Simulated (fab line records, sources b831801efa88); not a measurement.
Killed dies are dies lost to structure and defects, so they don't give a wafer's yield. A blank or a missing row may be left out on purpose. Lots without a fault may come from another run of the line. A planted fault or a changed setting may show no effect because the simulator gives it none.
fab line records | flow gf180mcu
record lots=5 wafers=23
route steps=602 shown HV_LDD@206 NSD@237 PSD@257 SAB@264 SALICIDE@278
start_h: hours from the record's first day to the start of the lot's first wafer shown | wait_h: hours since the lot's step before | " the same as in the row above | L1.1+2: a row that stands for several wafers | - no value, or no start given | * or withheld: withheld | < > ~ a bound
route shown NAME@n: a module of which the file shows steps, and the number in the route of the first | usual: mean/standard deviation of fault-free wafers | same: alike in all rows | chamber/n: place in a boat | sites: the reading at each site | _std_site: their standard deviation | _edge_site: outer sites' mean less inner sites' | radius_mm: how far each site lies from the wafer's centre | mask NAME#n: copy n | behind: the tool/chamber that last shaped the wafer | hold: why the lot was held/for how many hours/how that ended | device: the transistor (n, p or np) that didn't switch | end of line: the same wafers' tests at the end of the route | a step without rows: its recipe alone | killed: dies lost to structure and defects at the first sort, not the wafer's yield | map: a wafer's dies, x killed, . not, _ none there
set.NAME: the setting as run; set.NAME@STEP: as run at that earlier step | model.NAME: the simulator's own value behind a step, which no gauge read
lots whose settings were changed on purpose; a table a step, a row a wafer
## steps
# step GF_HV_LDD_DEVELOP_30
# recipe develop_time_s=60 dev_temp_c=23
# columns lot.wafer tool chamber start_h wait_h set.develop_time_s
L079.1+3+5 litho_track-03 0 295.47 0.1 60
L079.4+6 " 0 " " 54.71
L081.1+2+6 litho_track-04 0 311.26 0.1 60
L081.3+5 " 0 " " 62.67
L080.1+2+3+4+5 litho_track-02 0 315.77 0.1 60
L082.1+2+3+4+5 litho_track-04 0 325.91 0.1 60
L085.3+4+6 litho_track-02 0 348.12 0.1 60
# step GF_HV_LDD_CD_MEAS_31
# recipe target_cd_nm=400
# usual cd_nm=400.5/2.1
# columns lot.wafer tool chamber start_h wait_h set.develop_time_s@HV_LDD_DEVELOP_30 cd_nm
L079.1 cd_sem-02 - 295.62 0.1 60 398.7
L079.3 " - " " 60 399.3
L079.4 " - " " 54.71 391.4
L079.5 " - " " 60 400.8
L079.6 " - " " 54.71 391.2
L081.1 cd_sem-01 - 311.41 0.1 60 399.7
L081.2 " - " " 60 400.5
L081.3 " - " " 62.67 405.6
L081.5 " - " " 62.67 406.8
L081.6 " - " " 60 401.9
L080.1 cd_sem-01 - 315.92 0.1 60 400.8
L080.2 " - " " 60 403.2
L080.3 " - " " 60 401.4
L080.4 " - " " 60 399.0
L080.5 " - " " 60 401.6
L082.1 cd_sem-01 - 326.06 0.1 60 398.0
L082.2 " - " " 60 398.1
L082.3 " - " " 60 398.6
L082.4 " - " " 60 397.1
L082.5 " - " " 60 398.1
L085.3 cd_sem-02 - 348.26 0.1 60 397.9
L085.4 " - " " 60 397.2
L085.6 " - " " 60 396.8
# step GF_HV_LDD_COAT_41
# recipe resist=NOVOLAK spin_rpm=3000 resist_thk_nm=1000
# columns lot.wafer tool chamber start_h wait_h set.spin_rpm model.NOVOLAK_of_HV_LDD_COAT_41.thk_nm
L079.1 litho_track-04 0 306.61 0.1 3000 999.2
L079.3+4 " 0 " " 3000 1000
L079.5 " 0 " " 3103 984.1
L079.6 " 0 " " 3103 987.3
L081.1 litho_track-02 0 321.87 0.1 3171 969.9
L081.2 " 0 " " 3000 994.9
L081.3 " 0 " " 3000 998.7
L081.5 " 0 " " 3171 967.5
L081.6 " 0 " " 3000 993.1
L080.1 litho_track-02 0 327.32 0.1 2927 1011
L080.2 " 0 " " 2927 1009
L080.3 " 0 " " 3000 996.8
L080.4 " 0 " " 2927 1013
L080.5 " 0 " " 3000 996.9
L082.1 litho_track-02 0 337.17 0.1 3000 993.5
L082.2 " 0 " " 3000 994
L082.3 " 0 " " 3000 997.4
L082.4 " 0 " " 3000 992.2
L082.5 " 0 " " 3000 995.1
L085.3 litho_track-04 0 359.51 0.1 3000 1003
L085.4 " 0 " " 3000 1002
L085.6 " 0 " " 3000 999.9
# step GF_HV_LDD_SOFTBAKE_42
# recipe temp_c=90 time_s=60 resist=NOVOLAK
# columns lot.wafer tool chamber start_h wait_h set.temp_c
L079.1+3+4+5+6 litho_track-04 0 306.76 0.1 90
L081.1+2+3 litho_track-02 0 322.02 0.1 91.53
L081.5+6 " 0 " " 90
L080.1+3+5 litho_track-02 0 327.47 0.1 92.08
L080.2+4 " 0 " " 90
L082.1+4+5 litho_track-02 0 337.32 0.1 87.04
L082.2+3 " 0 " " 90
L085.3+4+6 litho_track-04 0 359.66 0.1 90
# step GF_HV_LDD_EXPOSE_43
# recipe mask_id=Pplus_HV_AREA target_cd_nm=400 na=0.6 source_shape=conventional sigma_outer=0.6 dose_mj=140
# step GF_HV_LDD_PEB_44
# recipe temp_c=withheld time_s=* resist=NOVOLAK
# step GF_HV_LDD_IMPLANT_48
# recipe species=B energy_kev=25 dose_cm2=2.951e+13 tilt_deg=7
# step GF_HV_LDD_STRIP_49
# recipe chemistry=O2/N2 power_w=1400 pressure_mtorr=1500 platen_temp_c=250 o2_flow_sccm=3000 n2_flow_sccm=300 overash_fraction=0.5
# usual strip_time_to_endpoint_s=12.63/0.045
# columns lot.wafer tool chamber start_h wait_h set.spin_rpm@HV_LDD_COAT_41 strip_time_to_endpoint_s
L079.1 plasma_asher-03 1 316.82 0.1 3000 12.63
L079.3 " 1 " " 3000 12.62
L079.4 " 0 " " 3000 12.63
L079.5 " 1 " " 3103 12.46
L079.6 " 0 " " 3103 12.47
L081.1 plasma_asher-02 1 332.62 0.1 3171 12.22
L081.2 " 0 " " 3000 12.52
L081.3 " 1 " " 3000 12.56
L081.5 " 1 " " 3171 12.27
L081.6 " 0 " " 3000 12.54
L080.1 plasma_asher-01 0 338.32 0.1 2927 12.68
L080.2 " 1 " " 2927 12.73
L080.3 " 0 " " 3000 12.51
L080.4 " 1 " " 2927 12.79
L080.5 " 0 " " 3000 12.54
L082.1 plasma_asher-02 1 348.82 0.1 3000 12.65
L082.2 " 0 " " 3000 12.55
L082.3 " 1 " " 3000 12.60
L082.4 " 0 " " 3000 12.64
L082.5 " 0 " " 3000 12.66
L085.3 plasma_asher-01 1 371.11 0.1 3000 12.68
L085.4 " 0 " " 3000 12.66
L085.6 " 1 " " 3000 12.62
# step GF_NSD_COAT_02
# recipe resist=NOVOLAK spin_rpm=3000 resist_thk_nm=1000
# columns lot.wafer tool chamber start_h wait_h set.spin_rpm model.NOVOLAK_of_NSD_COAT_02.thk_nm
L079.1 litho_track-02 0 330.47 0.1 2807 1032
L079.3+4 " 0 " " 3000 1000
L079.5 " 0 " " 2807 1033
L079.6 " 0 " " 3000 1003
L081.1+6 litho_track-04 0 346.01 0.1 2889 1018
L081.2 " 0 " " 3000 1002
L081.3 " 0 " " 3000 1001
L081.5 " 0 " " 3000 998.7
L080.1 litho_track-01 0 352.48 0.1 2880 1016
L080.2+5 " 0 " " 2880 1017
L080.3 " 0 " " 3000 997.6
L080.4 " 0 " " 3000 997.2
L082.1+5 litho_track-02 0 362.07 0.1 3000 998.8
L082.2 " 0 " " 3000 997.5
L082.3 " 0 " " 3000 997.7
L082.4 " 0 " " 3000 996.8
L085.3 litho_track-04 0 385.51 0.1 3000 1002
L085.4+6 " 0 " " 3000 1004
# step GF_NSD_IMPLANT_09
# recipe species=As energy_kev=60 dose_cm2=4e+15 tilt_deg=7
# columns lot.wafer tool chamber start_h wait_h set.energy_kev
L079.1+4 implanter-03 0 340.99 0.0 60
L079.3+5+6 " 0 " " 62.46
L081.1+2+3+5+6 implanter-01 0 357.09 0.0 60
L080.1+2+3+4+5 implanter-01 0 363.17 0.0 60
L082.1+2+3+4+5 implanter-03 0 374.07 0.0 60
L085.3+4+6 implanter-03 0 397.02 0.1 60
# step GF_NSD_IMPLANT_10
# recipe species=P energy_kev=40 dose_cm2=5e+14 tilt_deg=7
# step GF_NSD_STRIP_11
# recipe chemistry=O2/N2 power_w=1400 pressure_mtorr=1500 platen_temp_c=250 o2_flow_sccm=3000 n2_flow_sccm=300 overash_fraction=0.5
# usual strip_time_to_endpoint_s=22.948/0.029
# columns lot.wafer tool chamber start_h wait_h set.spin_rpm@NSD_COAT_02 set.energy_kev@NSD_IMPLANT_09 strip_time_to_endpoint_s
L079.1 plasma_asher-01 0 341.29 0.1 2807 60 23.315
L079.3 " 1 " " 3000 62.46 23.300
L079.4 " 0 " " 3000 60 22.961
L079.5 " 1 " " 2807 62.46 23.688
L079.6 " 0 " " 3000 62.46 23.321
L081.1 plasma_asher-03 1 357.39 0.1 2889 60 23.142
L081.2 " 0 " " 3000 60 22.970
L081.3 " 0 " " 3000 60 22.949
L081.5 " 0 " " 3000 60 22.951
L081.6 " 1 " " 2889 60 23.150
L080.1 plasma_asher-01 0 363.47 0.1 2880 60 23.140
L080.2 " 1 " " 2880 60 23.150
L080.3 " 1 " " 3000 60 22.928
L080.4 " 0 " " 3000 60 22.931
L080.5 " 0 " " 2880 60 23.168
L082.1 plasma_asher-04 1 374.37 0.1 3000 60 22.957
L082.2 " 0 " " 3000 60 22.942
L082.3 " 0 " " 3000 60 22.940
L082.4 " 1 " " 3000 60 22.932
L082.5 " 0 " " 3000 60 22.972
L085.3 plasma_asher-01 0 397.30 0.1 3000 60 22.992
L085.4 " 1 " " 3000 60 22.981
L085.6 " 0 " " 3000 60 23.018
# step GF_PSD_IMPLANT_09
# recipe species=BF2 energy_kev=40 dose_cm2=1.5e+15 tilt_deg=7
# columns lot.wafer tool chamber start_h wait_h set.energy_kev model.implant.rp_nm model.implant.drp_nm
L079.1+3+4+5+6 implanter-03 0 362.99 0.0 40 29.99 15.87
L081.1+2 implanter-04 0 379.94 0.0 38.28 29.41 15.39
L081.3+5+6 " 0 " " 40 30.49 15.87
L080.1+3 implanter-03 0 385.82 0.0 40 30.57 15.87
L080.2+4+5 " 0 " " 36.67 28.47 14.94
L082.1+2+3+4+5 implanter-03 0 396.62 0.0 40 29.32 15.87
L085.3+4+6 implanter-04 0 420.92 0.1 40 29.87 15.87
# step GF_PSD_STRIP_10
# recipe chemistry=O2/N2 power_w=1400 pressure_mtorr=1500 platen_temp_c=250 o2_flow_sccm=3000 n2_flow_sccm=300 overash_fraction=0.5
# usual strip_time_to_endpoint_s=16.55/0.04
# columns lot.wafer tool chamber start_h wait_h set.energy_kev@PSD_IMPLANT_09 strip_time_to_endpoint_s
L079.1 plasma_asher-04 1 363.14 0.1 40 16.55
L079.3 " 1 " " 40 16.52
L079.4 " 0 " " 40 16.57
L079.5 " 0 " " 40 16.54
L079.6 " 1 " " 40 16.55
L081.1 plasma_asher-02 0 380.09 0.1 38.28 16.38
L081.2 " 1 " " 38.28 16.38
L081.3 " 0 " " 40 16.56
L081.5 " 0 " " 40 16.53
L081.6 " 1 " " 40 16.51
L080.1 plasma_asher-04 0 385.97 0.1 40 16.60
L080.2 " 1 " " 36.67 16.32
L080.3 " 0 " " 40 16.56
L080.4 " 1 " " 36.67 16.28
L080.5 " 1 " " 36.67 16.26
L082.1 plasma_asher-02 1 396.77 0.1 40 16.53
L082.2 " 0 " " 40 16.56
L082.3 " 0 " " 40 16.57
L082.4 " 1 " " 40 16.57
L082.5 " 0 " " 40 16.58
L085.3 plasma_asher-04 1 421.05 0.1 40 16.50
L085.4 " 0 " " 40 16.48
L085.6 " 1 " " 40 16.52
# step GF_PSD_TW_MEAS_11
# usual PSD_TW=3147/15
# columns lot.wafer tool chamber start_h wait_h set.energy_kev@PSD_IMPLANT_09 PSD_TW
L079.1 film_metro-01 - 363.24 0.1 40 3125
L079.3 " - " " 40 3129
L079.4 " - " " 40 3151
L079.5 " - " " 40 3142
L079.6 " - " " 40 3132
L081.1 film_metro-04 - 380.19 0.1 38.28 3123
L081.2 " - " " 38.28 3110
L081.3 " - " " 40 3154
L081.5 " - " " 40 3166
L081.6 " - " " 40 3158
L080.1 film_metro-04 - 386.07 0.1 40 3139
L080.2 " - " " 36.67 3068
L080.3 " - " " 40 3151
L080.4 " - " " 36.67 3077
L080.5 " - " " 36.67 3058
L082.1 film_metro-04 - 396.87 0.1 40 3147
L082.2 " - " " 40 3143
L082.3 " - " " 40 3143
L082.4 " - " " 40 3132
L082.5 " - " " 40 3143
L085.3 film_metro-01 - 421.14 0.1 40 3143
L085.4 " - " " 40 3152
L085.6 " - " " 40 3147
# step GF_PSD_CLEAN_12
# recipe chemistry=SC1/SC2 mix=1:4:20 temp_c=70 time_s=150 dry=n2_spin
# step GF_PSD_RTA_13
# recipe temp_c=1025 time_s=20 ambient=N2
# step GF_PSD_RS_MEAS_15
# recipe thk_meas_gauge=four-point-probe
# usual PSD_RS=108.42/0.25
# columns lot.wafer tool chamber start_h wait_h set.energy_kev@PSD_IMPLANT_09 PSD_RS[ohm/sq]
L079.1 film_metro-01 - 363.55 0.1 40 108.08
L079.3 " - " " 40 108.18
L079.4 " - " " 40 108.25
L079.5 " - " " 40 108.35
L079.6 " - " " 40 108.23
L081.1 film_metro-04 - 380.51 0.1 38.28 110.70
L081.2 " - " " 38.28 110.34
L081.3 " - " " 40 108.31
L081.5 " - " " 40 108.27
L081.6 " - " " 40 108.52
L080.1 film_metro-04 - 386.39 0.1 40 108.23
L080.2 " - " " 36.67 112.87
L080.3 " - " " 40 108.06
L080.4 " - " " 36.67 112.58
L080.5 " - " " 36.67 112.78
L082.1 film_metro-01 - 397.19 0.1 40 108.41
L082.2 " - " " 40 108.47
L082.3 " - " " 40 108.66
L082.4 " - " " 40 108.31
L082.5 " - " " 40 108.25
L085.3 film_metro-01 - 421.47 0.1 40 108.49
L085.4 " - " " 40 108.69
L085.6 " - " " 40 108.62
# step GF_SAB_CVD_00
# recipe material=SiO2 target_thk_nm=50 precursor=TEOS temp_c=400 time_s=4.9302 rf_w=600
# columns lot.wafer tool chamber start_h wait_h set.time_s model.SiO2_of_SAB_CVD_00.thk_nm
L079.1 pecvd-01 2 363.67 0.1 5.362 53.61
L079.3 " 0 " " 5.362 54.52
L079.4 " 1 " " 4.9302 50.39
L079.5 " 0 " " 4.9302 50.63
L079.6 " 2 " " 5.362 54.19
L081.1 pecvd-01 1 380.63 0.1 4.372 43.08
L081.2 " 0 " " 4.372 43
L081.3 " 2 " " 4.9302 48.71
L081.5 " 0 " " 4.9302 49.52
L081.6 " 1 " " 4.372 43.07
L080.1 pecvd-01 1 386.51 0.1 4.9302 48.34
L080.2 " 0 " " 4.9302 49.39
L080.3 " 2 " " 4.9302 49.03
L080.4 " 2 " " 4.9302 49.52
L080.5 " 1 " " 4.9302 49.13
L082.1 pecvd-03 2 397.31 0.1 5.312 53.91
L082.2 " 0 " " 5.312 53.66
L082.3 " 1 " " 5.312 53.81
L082.4 " 1 " " 4.9302 50.38
L082.5 " 0 " " 4.9302 50.69
L085.3 pecvd-04 2 421.55 0.1 4.9302 49.26
L085.4 " 0 " " 4.9302 51
L085.6 " 1 " " 4.9302 50.71
# step GF_SAB_THK_MEAS_01
# recipe reads=SiO2_of_SAB_CVD_00
# usual SAB_CVD_00_THK=49.8/0.66
# columns lot.wafer tool chamber start_h wait_h set.time_s@SAB_CVD_00 SAB_CVD_00_THK[nm]
L079.1 film_metro-02 - 363.69 0.0 5.362 53.6
L079.3 " - " " 5.362 54.5
L079.4 " - " " 4.9302 50.5
L079.5 " - " " 4.9302 50.6
L079.6 " - " " 5.362 54.2
L081.1 film_metro-02 - 380.65 0.0 4.372 43.1
L081.2 " - " " 4.372 43.0
L081.3 " - " " 4.9302 48.7
L081.5 " - " " 4.9302 49.5
L081.6 " - " " 4.372 43.1
L080.1 film_metro-03 - 386.53 0.0 4.9302 48.4
L080.2 " - " " 4.9302 49.4
L080.3 " - " " 4.9302 49.0
L080.4 " - " " 4.9302 49.5
L080.5 " - " " 4.9302 49.1
L082.1 film_metro-04 - 397.33 0.0 5.312 53.9
L082.2 " - " " 5.312 53.7
L082.3 " - " " 5.312 53.8
L082.4 " - " " 4.9302 50.4
L082.5 " - " " 4.9302 50.6
L085.3 film_metro-02 - 421.59 0.0 4.9302 49.3
L085.4 " - " " 4.9302 51.0
L085.6 " - " " 4.9302 50.7
# step GF_SAB_COAT_04
# recipe resist=NOVOLAK spin_rpm=3000 resist_thk_nm=1000
# columns lot.wafer tool chamber start_h wait_h set.resist_thk_nm model.NOVOLAK_of_SAB_COAT_04.thk_nm
L079.1 litho_track-02 0 375.17 0.1 1000 995.5
L079.3 " 0 " " 1018 1014
L079.4 " 0 " " 1018 1016
L079.5 " 0 " " 1018 1012
L079.6 " 0 " " 1000 995.2
L081.1 litho_track-02 0 391.57 0.1 970.1 968.6
L081.2 " 0 " " 1000 996.4
L081.3 " 0 " " 970.1 968.1
L081.5 " 0 " " 1000 998.8
L081.6 " 0 " " 970.1 968.3
L080.1 litho_track-03 0 397.71 0.1 1000 1000
L080.2 " 0 " " 1000 1005
L080.3+4 " 0 " " 1000 1006
L080.5 " 0 " " 1000 1002
L082.1 litho_track-01 0 408.63 0.1 1000 1003
L082.2 " 0 " " 974.4 970.7
L082.3 " 0 " " 974.4 972.4
L082.4 " 0 " " 1000 997.6
L082.5 " 0 " " 974.4 972.7
L085.3 litho_track-01 0 433.38 0.1 1000 995.6
L085.4 " 0 " " 1000 998
L085.6 " 0 " " 1000 996.1
# step GF_SAB_SOFTBAKE_05
# recipe temp_c=90 time_s=60 resist=NOVOLAK
# step GF_SAB_EXPOSE_06
# recipe mask_id=SAB target_cd_nm=420 na=0.6 source_shape=conventional sigma_outer=0.6 dose_mj=140
# step GF_SAB_ETCH_11
# recipe chemistry=C4F8/O2/Ar mask_material=NOVOLAK target=SiO2 target_depth_nm=55 source_w=1500 bias_w=1200 pressure_mtorr=40 c4f8_flow_sccm=withheld O2_flow_sccm=6 Ar_flow_sccm=300 time_s=8.5
# step GF_SAB_WET_ETCH_12
# recipe chemistry=dHF target_depth_nm=22 dry=n2_spin target=SiO2 temp_c=25 dilution=100:1 time_s=440
# step GF_SAB_STRIP_13
# recipe chemistry=O2/N2 power_w=1400 pressure_mtorr=1500 platen_temp_c=250 o2_flow_sccm=3000 n2_flow_sccm=300 overash_fraction=0.5
# usual strip_time_to_endpoint_s=12.61/0.043
# columns lot.wafer tool chamber start_h wait_h set.resist_thk_nm@SAB_COAT_04 strip_time_to_endpoint_s
L079.1 plasma_asher-04 1 386.88 0.0 1000 12.57
L079.3 " 1 " " 1018 12.77
L079.4 " 0 " " 1018 12.79
L079.5 " 0 " " 1018 12.75
L079.6 " 1 " " 1000 12.55
L081.1 plasma_asher-02 1 403.66 0.0 970.1 12.25
L081.2 " 0 " " 1000 12.56
L081.3 " 1 " " 970.1 12.24
L081.5 " 0 " " 1000 12.60
L081.6 " 1 " " 970.1 12.22
L080.1 plasma_asher-02 1 409.54 0.0 1000 12.60
L080.2 " 0 " " 1000 12.66
L080.3 " 0 " " 1000 12.69
L080.4 " 1 " " 1000 12.67
L080.5 " 1 " " 1000 12.62
L082.1 plasma_asher-02 1 420.99 0.0 1000 12.65
L082.2 " 0 " " 974.4 12.26
L082.3 " 1 " " 974.4 12.29
L082.4 " 0 " " 1000 12.59
L082.5 " 1 " " 974.4 12.30
L085.3 plasma_asher-02 0 445.71 0.0 1000 12.56
L085.4 " 1 " " 1000 12.59
L085.6 " 1 " " 1000 12.56
# step GF_SALICIDE_CLEAN_00
# recipe chemistry=SC1/SC2 mix=1:4:20 temp_c=70 time_s=150
# step GF_SALICIDE_WET_ETCH_01
# recipe chemistry=dHF target_depth_nm=5 dry=ipa_marangoni target=SiO2 temp_c=25 dilution=100:1 time_s=100
# columns lot.wafer tool chamber start_h wait_h set.time_s@SAB_CVD_00 model.SiO2_of_SAB_CVD_00.thk_nm
L079.1 wet_bench-02 0 387.03 0.0 5.362 42.96
L079.3 " 0 " " 5.362 43.84
L079.4 " 0 " " 4.9302 39.75
L079.5 " 0 " " 4.9302 39.95
L079.6 " 0 " " 5.362 43.59
L081.1 wet_bench-02 0 403.81 0.0 4.372 32.35
L081.2 " 0 " " 4.372 32.29
L081.3 " 0 " " 4.9302 38
L081.5 " 0 " " 4.9302 38.88
L081.6 " 0 " " 4.372 32.39
L080.1 wet_bench-01 1 409.74 0.0 4.9302 37.72
L080.2 " 1 " " 4.9302 38.76
L080.3 " 1 " " 4.9302 38.44
L080.4 " 1 " " 4.9302 38.88
L080.5 " 1 " " 4.9302 38.53
L082.1 wet_bench-04 1 421.14 0.0 5.312 43.34
L082.2 " 1 " " 5.312 43.1
L082.3 " 1 " " 5.312 43.25
L082.4 " 1 " " 4.9302 39.82
L082.5 " 1 " " 4.9302 40.09
L085.3 wet_bench-02 3 445.83 0.0 4.9302 38.48
L085.4 " 3 " " 4.9302 40.32
L085.6 " 3 " " 4.9302 39.92
## key
split step=GF_HV_LDD_DEVELOP_30 setting=develop_time_s stated=60 by=wafer
response step=GF_HV_LDD_CD_MEAS_31 reading=cd_nm change=+1 per=1% r=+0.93
split step=GF_HV_LDD_COAT_41 setting=spin_rpm stated=3000 by=wafer
response step=GF_HV_LDD_COAT_41 reading=model.NOVOLAK_of_HV_LDD_COAT_41.thk_nm change=-4.7 per=1% r=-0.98
response step=GF_HV_LDD_STRIP_49 reading=strip_time_to_endpoint_s change=* per=1% r=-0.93
split step=GF_HV_LDD_SOFTBAKE_42 setting=temp_c stated=90 by=wafer
response none clear
split step=GF_NSD_COAT_02 setting=spin_rpm stated=3000 by=wafer
response step=GF_NSD_COAT_02 reading=model.NOVOLAK_of_NSD_COAT_02.thk_nm change=-4.82 per=1% r=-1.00
response step=GF_NSD_STRIP_11 reading=strip_time_to_endpoint_s slope=* per=1% together_with=energy_kev@NSD_IMPLANT_09 explained=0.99
split step=GF_NSD_IMPLANT_09 setting=energy_kev stated=60 by=wafer
response step=GF_NSD_STRIP_11 reading=strip_time_to_endpoint_s slope=* per=1% together_with=spin_rpm@NSD_COAT_02 explained=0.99
split step=GF_PSD_IMPLANT_09 setting=energy_kev stated=40 by=wafer
response step=GF_PSD_IMPLANT_09 reading=model.implant.rp_nm change=+0.252 per=1% r=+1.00
response step=GF_PSD_IMPLANT_09 reading=model.implant.drp_nm change=+0.112 per=1% r=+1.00
response step=GF_PSD_STRIP_10 reading=strip_time_to_endpoint_s change=* per=1% r=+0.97
response step=GF_PSD_TW_MEAS_11 reading=PSD_TW change=+9.42 per=1% r=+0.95
response step=GF_PSD_RS_MEAS_15 reading=PSD_RS change=-0.541 per=1% r=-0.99
split step=GF_SAB_CVD_00 setting=time_s stated=4.9302 by=wafer
response step=GF_SAB_CVD_00 reading=model.SiO2_of_SAB_CVD_00.thk_nm change=+0.474 per=1% r=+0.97
response step=GF_SAB_THK_MEAS_01 reading=SAB_CVD_00_THK change=+0.472 per=1% r=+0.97
response step=GF_SALICIDE_WET_ETCH_01 reading=model.SiO2_of_SAB_CVD_00.thk_nm change=+0.476 per=1% r=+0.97
split step=GF_SAB_COAT_04 setting=resist_thk_nm stated=1000 by=wafer
response step=GF_SAB_COAT_04 reading=model.NOVOLAK_of_SAB_COAT_04.thk_nm change=+10.3 per=1% r=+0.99
response step=GF_SAB_STRIP_13 reading=strip_time_to_endpoint_s change=* per=1% r=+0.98
